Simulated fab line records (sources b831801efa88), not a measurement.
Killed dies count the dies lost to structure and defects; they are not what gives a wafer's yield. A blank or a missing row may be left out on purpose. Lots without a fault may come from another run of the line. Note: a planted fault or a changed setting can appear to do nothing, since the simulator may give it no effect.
A single fault, viewed from 2 desks | flow gf180mcu | what lay behind the numbers comes last; until then each desk has only its own

FROM THE METROLOGY DESK
Lot by lot, what the gauges showed, no matter which tool ran the lot: averages of those sampled wafers that carry a number. Marked OUT: a lot whose mean sits more than 4 standard deviations from the usual mean, which makes it out of limits; the brackets give that distance.
Columns: A = cd-nm at GF_V2_CD_MEAS_14, usual 259.8 nm; B = V2_OVL at GF_V2_OVL_MEAS_15, usual -2 nm
lot  | first seen here | A     | B
L852 | day 21 15:55    | 258.3 | -11
L853 | day 22 08:02    | 260.1 | -7
L863 | day 26 02:17    | 261.1 | -4
L865 | day 26 16:31    | 258.2 | -7
L868 | day 27 02:44    | 261.2 | -9
L870 | day 27 15:27    | 258.9 | -1
This desk's finding: nothing out of limits on any of the 6 lots.

THE TOOL OWNER'S DESK: pvd-sputter-02
The tool's own readings at GF_V2_SPUTTER_21 (material Ti, target thk 15 nm, time 80.02 s): means of the sampled wafers that have a number, for each lot that ran on this tool. Marked OUT: a lot whose mean sits more than 4 standard deviations from the usual mean, which makes it out of limits; the brackets give that distance.
Columns: A = throttle-valve-pct at GF_V2_SPUTTER_21, usual 29.9 %
lot  | first seen here | A
L852 | day 21 16:44    | 29.4
L863 | day 26 03:05    | 31.1
L865 | day 26 17:17    | 31.9
This desk's finding: nothing out of limits on any of the 3 lots.

PUT TOGETHER
From the metrology desk's view, nothing was out of limits.
Nothing out of limits was seen by the tool owner's desk.

WHAT WAS PUT IN BY THE SIMULATOR
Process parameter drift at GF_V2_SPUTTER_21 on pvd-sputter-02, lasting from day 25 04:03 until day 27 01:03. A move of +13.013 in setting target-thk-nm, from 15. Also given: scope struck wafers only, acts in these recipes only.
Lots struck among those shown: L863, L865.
